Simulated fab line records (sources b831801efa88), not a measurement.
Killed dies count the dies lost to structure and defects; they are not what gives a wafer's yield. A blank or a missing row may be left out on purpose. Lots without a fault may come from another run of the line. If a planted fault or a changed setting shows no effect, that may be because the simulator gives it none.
What tool caused it? ; flow sky130 ; 33 wafers from 11 lots sampled at 4 of the route's 708 steps

## WHAT THE GAUGES READ, wafer by wafer
SKY_VIA2_THK_MEAS_01.
lot;measured;on;VIA2_HDPCVD_THK (nm)
L560;day 36 12:53;filmMetro-03;1187 1176 1185
L559;day 36 15:13;filmMetro-02;1195 1211 1197
L561;day 36 18:20;filmMetro-04;1181 1181 1175
L562;day 36 19:45;filmMetro-04;1181 1178 1185
L563;day 37 05:02;filmMetro-03;1176 1185 1177
L566;day 38 01:55;filmMetro-04;1155 1179 1155
L567;day 38 02:09;filmMetro-03;1162 1154 1172
L568;day 38 11:20;filmMetro-03;1173 1198 1172
L569;day 38 22:02;filmMetro-03;1174 1190 1182
L572;day 39 10:17;filmMetro-02;1420 1193 1185
L573;day 39 22:22;filmMetro-04;1144 1165 1157

## TOOL THAT RAN EACH LOT (tool first, then ch and the chambers of the sampled wafers, then the start)
lot;SKY_METAL2_SPUTTER_00;SKY_METAL2_SPUTTER_03;SKY_VIA2_HDPCVD_00
L560;pvdSputter-04, day 35 09:13;pvdSputter-04, day 35 09:17;hdpcvd-01 ch 1,2, day 36 12:45
L559;pvdSputter-03, day 35 11:20;pvdSputter-03, day 35 11:25;hdpcvd-01 ch 0,1, day 36 15:05
L561;pvdSputter-03, day 35 13:49;pvdSputter-03, day 35 13:53;hdpcvd-01 ch 0,1,2, day 36 18:12
L562;pvdSputter-04, day 35 15:31;pvdSputter-04, day 35 15:35;hdpcvd-01 ch 0,1,2, day 36 19:37
L563;pvdSputter-03, day 36 00:36;pvdSputter-03, day 36 00:41;hdpcvd-02 ch 0, day 37 04:39
L566;pvdSputter-04, day 36 21:10;pvdSputter-04, day 36 21:14;hdpcvd-02 ch 0,1, day 38 01:40
L567;pvdSputter-03, day 36 21:35;pvdSputter-03, day 36 21:40;hdpcvd-01 ch 0,1,2, day 38 02:02
L568;pvdSputter-04, day 37 07:35;pvdSputter-04, day 37 07:39;hdpcvd-02 ch 0,1, day 38 11:08
L569;pvdSputter-04, day 37 19:38;pvdSputter-04, day 37 19:43;hdpcvd-01 ch 0,1,2, day 38 21:55
L572;pvdSputter-04, day 38 08:33;pvdSputter-04, day 38 08:38;hdpcvd-01 ch 0,1,2, day 39 10:10
L573;pvdSputter-03, day 38 20:04;pvdSputter-03, day 38 20:08;hdpcvd-02 ch 1, day 39 22:10
- SKY_METAL2_SPUTTER_00: material Ti, target thk 15 nm, time 10 s.
- SKY_METAL2_SPUTTER_03: material Ti, target thk 5 nm, time 3.3 s.
- SKY_VIA2_HDPCVD_00: deposits SiO2, target thk 1180 nm, time 196.7 s.

## WHAT THE TOOLS THEMSELVES READ (means of the sampled wafers that have a number; where no wafer has one, the mark that the record gives instead)
SKY_METAL2_SPUTTER_00.
lot;tool;chamberPressurePa (Pa);throttleValvePct (%)
L560;pvdSputter-04;0.4009;30.2
L559;pvdSputter-03;0.4005;30.0
L561;pvdSputter-03;0.4004;31.5
L562;pvdSputter-04;0.3999;29.8
L563;pvdSputter-03;0.4009;30.4
L566;pvdSputter-04;0.3997;29.9
L567;pvdSputter-03;0.3995;30.3
L568;pvdSputter-04;0.4003;30.0
L569;pvdSputter-04;0.3997;30.3
L572;pvdSputter-04;0.3996;30.2
L573;pvdSputter-03;0.4002;30.8

SKY_METAL2_SPUTTER_03.
lot;tool;chamberPressurePa (Pa);throttleValvePct (%)
L560;pvdSputter-04;0.3992;30.0
L559;pvdSputter-03;0.4001;29.8
L561;pvdSputter-03;0.4010;31.6
L562;pvdSputter-04;0.3996;29.7
L563;pvdSputter-03;0.4000;30.3
L566;pvdSputter-04;0.4002;29.9
L567;pvdSputter-03;0.4000;30.2
L568;pvdSputter-04;0.4006;30.0
L569;pvdSputter-04;0.4000;30.2
L572;pvdSputter-04;0.4004;30.2
L573;pvdSputter-03;0.3997;30.9

SKY_VIA2_HDPCVD_00.
lot;tool;sih4FlowSccm (sccm);susceptorTempC (C)
L560;hdpcvd-01;59.97;399.97
L559;hdpcvd-01;59.88;400.01
L561;hdpcvd-01;59.91;399.94
L562;hdpcvd-01;59.75;399.82
L563;hdpcvd-02;60.24;399.76
L566;hdpcvd-02;60.03;400.16
L567;hdpcvd-01;60.16;399.83
L568;hdpcvd-02;60.09;400.26
L569;hdpcvd-01;59.94;400.10
L572;hdpcvd-01;63.97;399.90
L573;hdpcvd-02;59.92;399.94

## THE ANSWER, worked out from the rows above alone
Rule: the lots themselves supply what counts as usual. The widest of any qualifying gaps counts: lots, ordered by their means at a reading, are off when they make up no more than a third of the lots, leave a main group of 4 or more, and stand apart from it by 3 or more times the standard deviation of that group's means. The tables above print the reading to a certain number of digits; a main group whose means all agree to those digits is not used. Also off: a lot with no number at a reading for which 4 or more lots have one. Where the step has rows for the other lots, those lots are counted as sound. After the gauges, taken in route order, come the tools' own readings; for these a lot's mean is taken, as printed above. The first step at which some lot is off is used, and at that step the reading that is off furthest; a lot without a number counts as furthest.
Off: at SKY_VIA2_THK_MEAS_01 (VIA2_HDPCVD_THK), L572. For the main group the mean is 1177 nm and the standard deviation 12.
A tool fits if, at a process step before that reading, it ran every lot that is off, and no sound lot after the first of them. Not tried: the gauges at SKY_VIA2_THK_MEAS_01; whatever is off there is also off at SKY_VIA2_HDPCVD_00, on other tools, and gauge error can't account for it. Undecided on this evidence; 2 tools fit (pvdSputter-04 at SKY_METAL2_SPUTTER_00 and SKY_METAL2_SPUTTER_03, hdpcvd-01 at SKY_VIA2_HDPCVD_00).

## WHAT THE SIMULATOR HAD INSERTED
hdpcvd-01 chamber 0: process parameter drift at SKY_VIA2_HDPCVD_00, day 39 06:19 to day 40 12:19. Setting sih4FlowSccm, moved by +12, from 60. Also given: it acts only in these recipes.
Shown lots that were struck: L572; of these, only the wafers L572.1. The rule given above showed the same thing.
